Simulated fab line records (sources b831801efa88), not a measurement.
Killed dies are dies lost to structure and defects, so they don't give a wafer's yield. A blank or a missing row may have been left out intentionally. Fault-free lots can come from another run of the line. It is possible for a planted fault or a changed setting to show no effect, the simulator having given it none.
Matching of chambers || flow gf180mcu || GF_CONTACT_ETCH_17 on rie-diel-03 has 4 sister chambers
The step etches SiO2 in C4F8/O2/Ar, stops on CoSi2, target depth 860 nm. 4 wafers are shown with their chamber, then 7 later ones without.

WAFERS PAIRED WITH THEIR CHAMBERS
{"wafer": "L567.4", "chamber": 0, "oes-product-au (a.u.)": 0.819}
{"wafer": "L567.5", "chamber": 1, "oes-product-au (a.u.)": 0.825}
{"wafer": "L570.3", "chamber": 2, "oes-product-au (a.u.)": 0.818}
{"wafer": "L570.4", "chamber": 3, "oes-product-au (a.u.)": 0.814}

WAFERS WITHOUT THEIR CHAMBER
{"wafer": "L570.6", "oes-product-au (a.u.)": 0.815}
{"wafer": "L583.1", "oes-product-au (a.u.)": 0.810}
{"wafer": "L583.2", "oes-product-au (a.u.)": 0.814}
{"wafer": "L583.6", "oes-product-au (a.u.)": 0.818}
{"wafer": "L584.1", "oes-product-au (a.u.)": 0.805}
{"wafer": "L584.2", "oes-product-au (a.u.)": 0.817}
{"wafer": "L584.4", "oes-product-au (a.u.)": 0.814}

WHICH CHAMBER EACH WENT THROUGH
{"wafer": "L570.6", "from the rows above": "can't be placed: 3 or 2 or 0", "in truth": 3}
{"wafer": "L583.1", "from the rows above": "can't be placed: 3 or 2 or 0", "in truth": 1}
{"wafer": "L583.2", "from the rows above": "can't be placed: 3 or 2 or 0", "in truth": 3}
{"wafer": "L583.6", "from the rows above": "can't be placed: 2 or 0 or 3 or 1", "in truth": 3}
{"wafer": "L584.1", "from the rows above": "can't be placed: 3 or 2 or 0", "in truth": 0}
{"wafer": "L584.2", "from the rows above": "can't be placed: 2 or 0 or 3 or 1", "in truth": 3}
{"wafer": "L584.4", "from the rows above": "can't be placed: 3 or 2 or 0", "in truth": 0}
Correctly placed: 0 of 7. Unplaceable from these rows: 7, with the true chamber sitting among the candidates in 6. Wrongly placed: 0.
How it was worked out, from the rows above alone: a wafer's distance from a chamber is the root of the sum, over the readings, of the square of ((its reading less the chamber's mean) divided by the reading's scatter). If the next closest chamber is less than 2 further off than the closest, the wafer can't be placed; otherwise it belongs to the closest. For every chamber, the mean is computed from those of its wafers that are shown. The scatter: with one shown wafer a chamber, the root of the mean of the squares of how far each hidden wafer lies from its nearest shown one.
